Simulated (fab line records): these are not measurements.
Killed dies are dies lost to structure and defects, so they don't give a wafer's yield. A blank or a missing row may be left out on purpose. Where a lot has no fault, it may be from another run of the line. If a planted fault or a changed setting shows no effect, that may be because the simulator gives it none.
Which of the tools did it?    flow sky130    24 lots with 72 wafers sampled at 2 steps, on a route of 708 steps

WHAT EACH GAUGE READ, for each wafer
SKY_METAL1_CD_MEAS_15 targets a cd of 140 nm.
lot   measured      on         cd_nm (nm)
L074  day 32 17:15  cd_sem-01  138.8 140.3 140.8
L075  day 33 00:49  cd_sem-01  140.9 141.2 139.7
L076  day 33 19:01  cd_sem-01  140.9 140.0 140.2
L077  day 34 11:19  cd_sem-01  139.0 139.7 139.4
L078  day 34 17:00  cd_sem-01  141.4 140.3 142.3
L080  day 35 03:58  cd_sem-02  138.5 140.5 138.2
L079  day 35 05:07  cd_sem-02  138.4 139.5 139.0
L081  day 35 06:41  cd_sem-01  140.3 140.2 141.0
L082  day 35 12:53  cd_sem-01  140.0 140.3 140.3
L083  day 35 19:59  cd_sem-01  140.7 140.8 141.7
L085  day 36 12:49  cd_sem-02  141.0 140.4 140.7
L084  day 36 15:05  cd_sem-01  138.3 139.7 140.0
L086  day 36 16:40  cd_sem-01  141.0 141.2 141.8
L087  day 37 00:29  cd_sem-02  139.7 138.2 139.7
L088  day 37 13:39  cd_sem-02  143.7 143.8 143.6
L089  day 37 18:02  cd_sem-02  140.8 140.6 142.5
L090  day 37 23:55  cd_sem-02  139.8 140.9 139.6
L091  day 38 05:28  cd_sem-02  140.3 140.7 139.6
L092  day 38 14:53  cd_sem-01  139.6 139.7 139.1
L093  day 38 17:15  cd_sem-01  140.1 140.1 139.2
L094  day 38 20:25  cd_sem-01  140.1 137.7 139.4
L095  day 39 05:26  cd_sem-02  141.0 142.8 141.6
L096  day 40 04:26  cd_sem-02  140.1 141.1 140.4
L097  day 40 05:34  cd_sem-01  141.7 139.9 140.8

SKY_VIA1_THK_MEAS_23: measures by xrf.
lot   measured      on             VIA1_W_THK (nm)
L074  day 33 23:46  film_metro-02  263 266 268
L075  day 34 05:31  film_metro-01  269 268 263
L076  day 34 23:49  film_metro-01  270 265 266
L077  day 35 16:44  film_metro-01  266 266 265
L078  day 35 22:02  film_metro-04  261 258 261
L080  day 36 09:23  film_metro-02  257 260 255
L079  day 36 10:25  film_metro-01  265 266 267
L081  day 36 11:40  film_metro-02  271 267 273
L082  day 36 18:18  film_metro-02  265 270 265
L083  day 37 01:04  film_metro-04  264 270 268
L085  day 37 17:34  film_metro-01  261 263 261
L084  day 37 20:02  film_metro-04  268 271 269
L086  day 37 21:30  film_metro-02  270 274 273
L087  day 38 04:22  film_metro-01  268 265 269
L088  day 38 17:29  film_metro-02  271 272 271
L089  day 38 21:16  film_metro-04  267 269 265
L090  day 39 04:11  film_metro-01  266 267 268
L091  day 39 09:00  film_metro-02  274 266 269
L092  day 39 17:22  film_metro-02  274 270 268
L093  day 39 20:40  film_metro-04  267 272 269
L094  day 40 00:28  film_metro-04  264 270 263
L095  day 40 09:05  film_metro-04  267 266 268
L096  day 41 07:22  film_metro-02  271 270 268
L097  day 41 08:04  film_metro-04  270 272 270

WHAT TOOL EACH LOT RAN ON (gives the tool, then ch and the chambers of the sampled wafers, and finally the start)
Record: no process step prior to these readings.

AS READ BY THE TOOLS THEMSELVES (means over the sampled wafers that have a number; for cases with no such wafer, the mark the record gives instead)
The record holds no such reading with a usual standard deviation.

THE ANSWER, worked out from the rows above alone
Rule: the lots themselves supply what counts as usual. Put in order of their means at a reading, lots are off if they are a third of the lots or fewer, leave a main group of 4 or more, and stand apart from it by a gap of 3 or more times the standard deviation of the main group's means; of several such gaps the widest counts. A main group whose means are all the same, to the digits that the tables above print for the reading, isn't used. A lot without any number at a reading at which 4 lots or more have one is off too. Where the step has rows for the other lots, those lots are counted as sound. First the gauges in route order, then the tools' own readings, where a lot's mean is used as printed above. At the first step where some lot is off, the reading lying furthest off is the one used; lots without a number count as furthest.
Nothing can be told from this: no lot is off at any reading shown.

WHAT HAD BEEN PUT IN BY THE SIMULATOR
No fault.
